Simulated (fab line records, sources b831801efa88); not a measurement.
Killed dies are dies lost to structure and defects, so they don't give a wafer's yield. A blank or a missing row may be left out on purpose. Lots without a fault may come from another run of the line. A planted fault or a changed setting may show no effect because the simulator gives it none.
One fault seen from 2 desks | flow gf180mcu | each desk has only its own numbers; what lay behind them comes last

THE TOOL OWNER'S DESK: furnace-02
The tool's own readings at GF_DUAL_GATE_OXIDATION_15 (stabilise 600 s, purge 300 s, target thk 7.098 nm): means of the sampled wafers that have a number, for each lot that ran on this tool. A lot is out of limits, marked OUT, if its mean lies more than 4 standard deviations from the usual mean; the brackets give that distance.
Columns: A = spike_tc_lower_C at GF_DUAL_GATE_OXIDATION_15, usual 851.3 C
lot  | first seen here | A
L339 | day 9 13:08     | 851.5
L346 | day 11 18:46    | 851.2
L347 | day 11 23:50    | 850.5
L348 | day 12 03:08    | 850.6
This desk's finding: nothing out of limits on any of the 4 lots.

THE METROLOGY DESK
What the gauges read, lot by lot, whatever tool the lot ran on: means of the sampled wafers that have a number. A lot is out of limits, marked OUT, if its mean lies more than 4 standard deviations from the usual mean; the brackets give that distance.
Columns: A = DUAL_GATE_OXIDATION_00_THK at GF_DUAL_GATE_THK_MEAS_03, usual 10.95 nm; B = DUAL_GATE_OVL at GF_DUAL_GATE_OVL_MEAS_11, usual 1.0 nm
lot  | first seen here | A     | B
L339 | day 8 19:04     | 10.86 | 1.2
L341 | day 9 12:37     | 10.90 | 0.8
L346 | day 10 21:54    | 10.96 | -0.6
L347 | day 11 05:19    | 10.98 | 1.6
L348 | day 11 08:08    | 11.23 | -0.9
L352 | day 12 17:03    | 10.60 | 1.5
L353 | day 12 18:54    | 10.84 | 2.4
This desk's finding: nothing out of limits on any of the 7 lots.

PUT TOGETHER
The tool owner's desk saw nothing out of limits.
The metrology desk saw nothing out of limits.

WHAT THE SIMULATOR HAD PUT IN
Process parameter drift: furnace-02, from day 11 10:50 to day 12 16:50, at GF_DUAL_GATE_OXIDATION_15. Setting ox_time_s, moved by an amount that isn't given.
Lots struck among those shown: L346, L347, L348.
